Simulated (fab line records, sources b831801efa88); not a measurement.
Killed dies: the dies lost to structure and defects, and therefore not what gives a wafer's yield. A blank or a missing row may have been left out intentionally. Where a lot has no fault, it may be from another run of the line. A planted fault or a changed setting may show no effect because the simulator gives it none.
The tool behind it: which one?    flow sfq line    Sampling: 13 lots, 39 wafers, 2 of 325 route steps

## WHAT EACH GAUGE READ, for each wafer
SFQ_I0_BOW_MEAS_907. Usual: for I0_BOW the level is 0 um and the standard deviation is 6.6.
lot   measured      on             I0_BOW (um)  flag
L436  day 7 16:34   film metro-03  -1 -3 8      
L441  day 8 16:33   film metro-04  13 9 1       
L442  day 9 01:52   film metro-04  -10 -1 -1    
L443  day 9 08:11   film metro-04  4 1 2        
L444  day 9 09:14   film metro-03  1 -2 -6      
L445  day 10 04:50  film metro-02  -2 -4 -8     
L449  day 11 11:16  film metro-03  2 6 18       
L450  day 11 20:16  film metro-02  6 10 9       
L454  day 12 18:43  film metro-02  6 12 4       
L455  day 12 21:43  film metro-04  -15 -10 2    
L457  day 13 14:46  film metro-03  -8 -9 -6     
L458  day 13 18:41  film metro-02  3 -11 0      
L459  day 14 03:41  film metro-04  -4 2 -7      

## WHAT TOOL EACH LOT RAN ON (gives the tool, then ch and the chambers of the sampled wafers, and finally the start)
lot   SFQ_TRILAYER_L0_VIA_STRIP_STRIP_017
L436  rie metal-03 ch 0,1, day 5 00:23
L441  rie metal-01 ch 0,1, day 6 08:12
L442  rie metal-01 ch 0,1, day 6 19:08
L443  rie metal-02 ch 1, day 7 02:44
L444  rie metal-01 ch 0,1, day 7 04:44
L445  rie metal-01 ch 0,1, day 7 17:10
L449  rie metal-02 ch 0,1, day 8 19:29
L450  rie metal-03 ch 0,1, day 9 01:29
L454  rie metal-01 ch 0, day 10 00:17
L455  rie metal-02 ch 0,1, day 10 06:23
L457  rie metal-01 ch 0, day 10 18:28
L458  rie metal-01 ch 0,1, day 10 23:16
L459  rie metal-03 ch 0,1, day 11 06:01
- SFQ_TRILAYER_L0_VIA_STRIP_STRIP_017: strips in O2.

## AS READ BY THE TOOLS THEMSELVES (means over the sampled wafers that have a number; for cases with no such wafer, the mark the record gives instead)
SFQ_TRILAYER_L0_VIA_STRIP_STRIP_017. Usual: drypump motor current A 5.89 A, standard deviation 0.18; oes product au 0.997 a.u., standard deviation 0.0081.
lot   tool          drypump motor current A (A)  oes product au (a.u.)  flag
L436  rie metal-03  5.92                         0.998                  
L441  rie metal-01  5.77                         0.998                  
L442  rie metal-01  5.79                         0.998                  
L443  rie metal-02  6.22                         1.001                  
L444  rie metal-01  5.82                         0.987                  
L445  rie metal-01  5.79                         0.990                  
L449  rie metal-02  6.04                         1.001                  
L450  rie metal-03  5.92                         0.998                  
L454  rie metal-01  5.77                         1.003                  
L455  rie metal-02  5.83                         0.993                  
L457  rie metal-01  5.77                         0.997                  
L458  rie metal-01  5.79                         0.993                  
L459  rie metal-03  5.92                         0.999                  

## THE ANSWER, worked out from the rows above alone
Rule: lot off if the mean of its wafers having a number is beyond 3 standard deviations from the usual mean. A lot without any number at a reading at which 4 lots or more have one is off too. All remaining lots with rows at the step are treated as sound. First the gauges in route order, then the tools' own readings, where a lot's mean is used as printed above. The first step at which some lot is off is used, and at that step the reading that is off furthest; a lot without a number counts as furthest.
No lot is off at any reading shown: from this, nothing can be told.

## WHAT THE SIMULATOR HAD INSERTED
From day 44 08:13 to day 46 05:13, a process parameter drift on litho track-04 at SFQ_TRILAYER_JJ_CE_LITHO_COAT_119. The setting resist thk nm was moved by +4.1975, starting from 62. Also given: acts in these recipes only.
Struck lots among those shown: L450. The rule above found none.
